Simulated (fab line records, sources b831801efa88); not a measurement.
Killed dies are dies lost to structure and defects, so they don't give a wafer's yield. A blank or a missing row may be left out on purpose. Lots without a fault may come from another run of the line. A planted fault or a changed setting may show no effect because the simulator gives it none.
Which tool did it? | flow sky130 | 12 lots, 36 wafers sampled, at 6 steps of a route of 708

WHAT THE GAUGES READ, wafer by wafer
SKY_SD_P_CD_MEAS_07: target cd 380 nm. Usual: cd_nm 380 nm, standard deviation 3.3.
lot  | measured     | on        | cd_nm (nm)  | flag
L738 | day 25 21:49 | cd_sem-02 | 375 377 375 |
L744 | day 28 02:01 | cd_sem-02 | 379 381 382 |
L742 | day 28 02:19 | cd_sem-01 | 373 373 374 |
L751 | day 30 07:22 | cd_sem-02 | 377 377 377 |
L753 | day 30 21:40 | cd_sem-02 | 378 378 376 |
L754 | day 31 08:07 | cd_sem-01 | 378 376 379 |
L755 | day 31 10:56 | cd_sem-01 | 379 380 376 |
L756 | day 32 03:36 | cd_sem-01 | 383 381 382 |
L757 | day 32 09:13 | cd_sem-02 | 385 383 384 |
L758 | day 32 14:42 | cd_sem-02 | 382 385 386 |
L759 | day 33 00:49 | cd_sem-02 | 380 378 380 |
L760 | day 33 02:27 | cd_sem-01 | 377 378 377 |

SKY_RES_XHIGH_TW_MEAS_09. Usual: RES_XHIGH_TW 1640, standard deviation 9.5.
lot  | measured     | on            | RES_XHIGH_TW   | flag
L738 | day 27 03:19 | film_metro-02 | 1652 1652 1650 |
L744 | day 29 06:20 | film_metro-03 | 1648 1643 1644 |
L742 | day 29 07:21 | film_metro-01 | 1622 1629 1628 |
L751 | day 31 11:52 | film_metro-01 | 1630 1633 1618 |
L753 | day 32 01:04 | film_metro-03 | 1659 1642 1643 |
L754 | day 32 11:36 | film_metro-03 | 1645 1659 1646 |
L755 | day 32 14:14 | film_metro-02 | 1639 1636 1629 |
L756 | day 33 06:43 | film_metro-02 | 1643 1643 1643 |
L757 | day 33 12:08 | film_metro-01 | 1633 1629 1631 |
L758 | day 33 17:52 | film_metro-01 | 1635 1638 1632 |
L759 | day 34 02:50 | film_metro-01 | 1632 1636 1638 |
L760 | day 34 05:28 | film_metro-01 | 1629 1633 1636 |

SKY_LI_CONTACT_CD_MEAS_12: target cd 170 nm. Usual: cd_nm 170.0 nm, standard deviation 1.4.
lot  | measured     | on        | cd_nm (nm)        | flag
L738 | day 29 14:50 | cd_sem-02 | 169.7 169.7 168.5 |
L744 | day 31 15:24 | cd_sem-01 | 170.8 171.8 172.1 |
L742 | day 31 17:56 | cd_sem-02 | 170.5 170.7 170.6 |
L751 | day 33 18:18 | cd_sem-02 | 169.2 169.0 168.6 |
L753 | day 34 07:54 | cd_sem-02 | 168.2 169.7 169.1 |
L754 | day 34 18:20 | cd_sem-01 | 169.8 168.9 168.6 |
L755 | day 34 21:20 | cd_sem-02 | 171.7 173.3 171.5 |
L756 | day 35 13:24 | cd_sem-01 | 171.9 171.0 170.6 |
L757 | day 35 19:34 | cd_sem-01 | 170.3 169.5 169.6 |
L758 | day 36 00:16 | cd_sem-02 | 168.5 170.3 169.5 |
L759 | day 36 09:54 | cd_sem-01 | 171.6 172.7 171.2 |
L760 | day 36 12:09 | cd_sem-01 | 167.8 169.6 169.9 |

SKY_LI_CONTACT_RS_MEAS_22: measures by four-point-probe. Usual: LI_CONTACT_W_RS 0.285 ohm/sq, standard deviation 0.0031.
lot  | measured     | on            | LI_CONTACT_W_RS (ohm/sq) | flag
L738 | day 29 15:41 | film_metro-01 | 0.284 0.287 0.288        |
L744 | day 31 16:14 | film_metro-02 | 0.266 0.267 0.268        | OFF
L742 | day 31 18:46 | film_metro-01 | 0.272 0.271 0.271        | OFF
L751 | day 33 19:10 | film_metro-03 | 0.286 0.291 0.283        |
L753 | day 34 09:16 | film_metro-01 | 0.292 0.289 0.282        |
L754 | day 34 19:10 | film_metro-03 | 0.283 0.283 0.282        |
L755 | day 34 22:10 | film_metro-03 | 0.289 0.287 0.284        |
L756 | day 35 14:14 | film_metro-02 | 0.289 0.283 0.289        |
L757 | day 35 20:26 | film_metro-03 | 0.286 0.286 0.287        |
L758 | day 36 01:06 | film_metro-02 | 0.280 0.282 0.283        |
L759 | day 36 10:44 | film_metro-03 | 0.284 0.287 0.286        |
L760 | day 36 12:59 | film_metro-02 | 0.283 0.285 0.291        |

SKY_LI_CONTACT_THK_MEAS_23: measures by xrf. Usual: LI_CONTACT_W_THK 406 nm, standard deviation 6.
lot  | measured     | on            | LI_CONTACT_W_THK (nm) | flag
L738 | day 29 15:48 | film_metro-01 | 405 399 403           |
L744 | day 31 16:20 | film_metro-02 | 438 434 430           | OFF
L742 | day 31 18:53 | film_metro-01 | 421 422 425           |
L751 | day 33 19:16 | film_metro-03 | 403 399 408           |
L753 | day 34 09:22 | film_metro-01 | 392 395 405           |
L754 | day 34 19:17 | film_metro-03 | 409 409 410           |
L755 | day 34 22:17 | film_metro-03 | 402 408 404           |
L756 | day 35 14:21 | film_metro-02 | 401 410 401           |
L757 | day 35 20:32 | film_metro-03 | 404 404 402           |
L758 | day 36 01:13 | film_metro-02 | 418 414 413           |
L759 | day 36 10:51 | film_metro-03 | 413 410 412           |
L760 | day 36 13:06 | film_metro-02 | 410 411 401           |

WHICH TOOL RAN EACH LOT (tool, then ch and the chambers of the sampled wafers, then the start)
lot  | SKY_LI_CONTACT_CVD_21
L738 | cvd_w-02 ch 0,1, day 29 15:34
L744 | cvd_w-02 ch 0,1, day 31 16:07
L742 | cvd_w-02 ch 0,1, day 31 18:39
L751 | cvd_w-01 ch 0,1, day 33 19:03
L753 | cvd_w-01 ch 0,1, day 34 09:07
L754 | cvd_w-02 ch 0,1, day 34 19:02
L755 | cvd_w-01 ch 0,1, day 34 22:02
L756 | cvd_w-02 ch 0,1, day 35 14:05
L757 | cvd_w-02 ch 0,1, day 35 20:18
L758 | cvd_w-02 ch 0,1, day 36 00:59
L759 | cvd_w-02 ch 0,1, day 36 10:35
L760 | cvd_w-02 ch 0,1, day 36 12:50
- SKY_LI_CONTACT_CVD_21: deposits W, target thk 400 nm, time 120.56 s.

WHAT THE TOOLS THEMSELVES READ (means of the sampled wafers that have a number; where no wafer has one, the mark that the record gives instead)
SKY_LI_CONTACT_CVD_21. Usual: heater_power_w 821 W, standard deviation 58; susceptor_temp_C 400.03 C, standard deviation 0.23.
lot  | tool     | heater_power_w (W) | susceptor_temp_C (C) | flag
L738 | cvd_w-02 | 872                | 400.14               |
L744 | cvd_w-02 | 890                | 403.33               | OFF
L742 | cvd_w-02 | 877                | 403.65               | OFF
L751 | cvd_w-01 | 775                | 400.11               |
L753 | cvd_w-01 | 760                | 399.99               |
L754 | cvd_w-02 | 868                | 399.89               |
L755 | cvd_w-01 | 780                | 400.20               |
L756 | cvd_w-02 | 837                | 399.97               |
L757 | cvd_w-02 | 867                | 400.14               |
L758 | cvd_w-02 | 844                | 399.91               |
L759 | cvd_w-02 | 860                | 400.12               |
L760 | cvd_w-02 | 850                | 400.27               |

THE ANSWER, worked out from the rows above alone
Rule: a lot is off if the mean of its wafers that have a number lies more than 3 standard deviations from the usual mean. A lot without any number at a reading at which 4 lots or more have one is off too. The other lots that the step has rows for count as sound. The gauges are gone through in route order, then the tools' own readings, and for those a lot's mean is taken as printed above. The first step at which some lot is off is used, and at that step the reading that is off furthest; a lot without a number counts as furthest.
Off: L744, L742, at SKY_LI_CONTACT_RS_MEAS_22 (LI_CONTACT_W_RS).
A tool fits if, at a process step before that reading, it ran every lot that is off, and no sound lot after the first of them. The gauges at SKY_LI_CONTACT_RS_MEAS_22 aren't tried: what is off there is off at SKY_LI_CONTACT_CVD_21 too, on other tools, and a gauge's error can't cause that. None of those tried fits.

WHAT THE SIMULATOR HAD PUT IN
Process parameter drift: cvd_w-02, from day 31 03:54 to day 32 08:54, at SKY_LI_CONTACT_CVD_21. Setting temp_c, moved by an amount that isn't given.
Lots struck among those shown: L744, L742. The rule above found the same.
